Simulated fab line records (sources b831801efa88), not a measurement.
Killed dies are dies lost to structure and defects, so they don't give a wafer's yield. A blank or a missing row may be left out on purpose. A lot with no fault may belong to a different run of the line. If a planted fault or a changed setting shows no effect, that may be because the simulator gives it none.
The same fault as seen by 2 desks || flow sfqLine || each desk holds nothing but its own numbers, with what lay behind them at the end

## METROLOGY DESK
Lot by lot, what the gauges showed, no matter which tool ran the lot: averages of those sampled wafers that carry a number. If a lot's mean is further than 4 standard deviations from the usual mean, the lot is out of limits and carries the mark OUT (the distance appears in the brackets).
Columns: A = I2_BOW at SFQ_I2_BOW_MEAS_917, usual 3 um; B = J5_OVL at SFQ_JJ_OVL_MEAS_931, usual 2 nm
{"lot": "L886", "first seen here": "day 23 02:46", "A": 2, "B": -2}
{"lot": "L887", "first seen here": "day 23 06:41", "A": 4, "B": 8}
{"lot": "L888", "first seen here": "day 23 14:49", "A": 4, "B": 2}
{"lot": "L889", "first seen here": "day 23 17:50", "A": 5, "B": 8}
{"lot": "L890", "first seen here": "day 24 02:47", "A": 10, "B": -1}
{"lot": "L892", "first seen here": "day 24 08:01", "A": 5, "B": 2}
{"lot": "L897", "first seen here": "day 34 02:50", "A": 0, "B": 4}
{"lot": "L898", "first seen here": "day 34 17:13", "A": 9, "B": -3}
{"lot": "L899", "first seen here": "day 35 03:49", "A": 6, "B": 9}
{"lot": "L901", "first seen here": "day 35 15:48", "A": 0, "B": -0}
{"lot": "L903", "first seen here": "day 38 14:10", "A": 20, "B": 7}
{"lot": "L904", "first seen here": "day 38 17:07", "A": -7, "B": -0}
{"lot": "L905", "first seen here": "day 39 06:47", "A": 3, "B": 3}
{"lot": "L908", "first seen here": "day 39 15:48", "A": 3, "B": 5}
{"lot": "L909", "first seen here": "day 39 18:08", "A": -2, "B": 10}
Result from this desk: across the 15 lots, nothing is out of limits.

## TOOL OWNER'S DESK, pecvd-02
The tool's own readings at SFQ_TRILAYER_L0_CAP_PECVD_011 (deposits SiO2 from SiH4/N2O, time 13.333 s, target thk 60 nm): means of the sampled wafers that have a number, for each lot that ran on this tool. If a lot's mean is further than 4 standard deviations from the usual mean, the lot is out of limits and carries the mark OUT (the distance appears in the brackets).
Columns: A = heaterPowerW at SFQ_TRILAYER_L0_CAP_PECVD_011, usual 85 W; B = throttleValvePct at SFQ_TRILAYER_L0_CAP_PECVD_011, usual 25.3 %
{"lot": "L890", "first seen here": "day 2 22:30", "A": 91, "B": 24.0}
{"lot": "L892", "first seen here": "day 3 09:18", "A": 89, "B": 24.3}
{"lot": "L897", "first seen here": "day 4 12:07", "A": 100, "B": 24.1}
{"lot": "L898", "first seen here": "day 4 18:07", "A": 82, "B": 24.6}
{"lot": "L899", "first seen here": "day 4 21:43", "A": 87, "B": 24.4}
Result from this desk: across the 5 lots, nothing is out of limits.

## ALL TOGETHER
The metrology desk saw nothing out of limits.
The desk of the tool owner found nothing out of limits.

## WHAT WAS PUT IN BY THE SIMULATOR
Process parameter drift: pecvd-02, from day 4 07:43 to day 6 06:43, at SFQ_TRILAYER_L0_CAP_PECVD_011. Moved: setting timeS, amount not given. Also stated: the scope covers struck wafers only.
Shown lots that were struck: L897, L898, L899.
